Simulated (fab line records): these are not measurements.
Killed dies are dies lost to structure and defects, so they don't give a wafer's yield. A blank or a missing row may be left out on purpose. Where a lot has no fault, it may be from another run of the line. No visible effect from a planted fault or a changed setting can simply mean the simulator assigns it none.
Split-lot trial + flow sky130 + route with 708 steps; 5 lots, 23 wafers read

## ABOUT THE SPLIT
At SKY_VIA2_CVD_21 (deposits W, target thk 420 nm, time 126.4 s), the setting pressureTorr was moved away from the recipe's 40 Torr on 15 of the 23 wafers read, by -12.6% to -4.0%. All remaining wafers had this setting at the recipe value.

Reading taken at the split's own step.

## THE READING
W_of_VIA2_CVD_21.thkNm (the simulator's own value, which no gauge read), in nm, at SKY_VIA2_CVD_21 (deposits W, target thk 420 nm, time 126.4 s). The file does not state a usual value for it. Across the 8 wafers here that went through the recipe, the average is 420.1 nm and the standard deviation 4.1 nm.

| wafer  | tool, chamber at the split | pressureTorr as run, Torr | against the recipe | W_of_VIA2_CVD_21.thkNm, nm | against lot-mates on the recipe |
|--------|----------------------------|---------------------------|--------------------|----------------------------|---------------------------------|
| L075.1 | cvdW-01, 0                 | 34.97                     | -12.6%             | 403.4                      | no lot-mate on the recipe       |
| L075.2 | cvdW-01, 1                 | 34.97                     | -12.6%             | 388.6                      | no lot-mate on the recipe       |
| L075.3 | cvdW-01, 1                 | 34.97                     | -12.6%             | 389.1                      | no lot-mate on the recipe       |
| L075.4 | cvdW-01, 0                 | 34.97                     | -12.6%             | 402.4                      | no lot-mate on the recipe       |
| L075.6 | cvdW-01, 0                 | 34.97                     | -12.6%             | 393.1                      | no lot-mate on the recipe       |
| L078.1 | cvdW-02, 1                 | 40                        | recipe             | 425                        | -                               |
| L078.2 | cvdW-02, 0                 | 40                        | recipe             | 422.7                      | -                               |
| L078.3 | cvdW-02, 1                 | 40                        | recipe             | 422.9                      | -                               |
| L078.4 | cvdW-02, 0                 | 40                        | recipe             | 421.6                      | -                               |
| L078.6 | cvdW-02, 1                 | 40                        | recipe             | 417.3                      | -                               |
| L079.2 | cvdW-01, 1                 | 37.01                     | -7.5%              | 395.7                      | no lot-mate on the recipe       |
| L079.3 | cvdW-01, 0                 | 37.01                     | -7.5%              | 408.9                      | no lot-mate on the recipe       |
| L079.4 | cvdW-01, 1                 | 37.01                     | -7.5%              | 400.2                      | no lot-mate on the recipe       |
| L079.5 | cvdW-01, 1                 | 37.01                     | -7.5%              | 392.7                      | no lot-mate on the recipe       |
| L079.6 | cvdW-01, 0                 | 37.01                     | -7.5%              | 412.7                      | no lot-mate on the recipe       |
| L080.1 | cvdW-02, 1                 | 40                        | recipe             | 413.6                      | -                               |
| L080.5 | cvdW-02, 1                 | 40                        | recipe             | 423                        | -                               |
| L080.6 | cvdW-02, 0                 | 40                        | recipe             | 414.3                      | -                               |
| L081.1 | cvdW-02, 0                 | 38.38                     | -4.0%              | 410.4                      | no lot-mate on the recipe       |
| L081.2 | cvdW-02, 1                 | 38.38                     | -4.0%              | 415.6                      | no lot-mate on the recipe       |
| L081.4 | cvdW-02, 0                 | 38.38                     | -4.0%              | 408.4                      | no lot-mate on the recipe       |
| L081.5 | cvdW-02, 0                 | 38.38                     | -4.0%              | 402.8                      | no lot-mate on the recipe       |
| L081.6 | cvdW-02, 1                 | 38.38                     | -4.0%              | 408                        | no lot-mate on the recipe       |

THE FIT
A straight line over all 23 wafers: W_of_VIA2_CVD_21.thkNm changes by +2 nm for each +1% of pressureTorr; r = +0.85; the points scatter about the line by 6.1 nm.
Too few moved wafers have a lot-mate on the recipe to fit a line with each lot's own level taken away.

## FILE'S OWN FIT
W_of_VIA2_CVD_21.thkNm changes by +2 nm for each +1% of pressureTorr, r = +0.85.
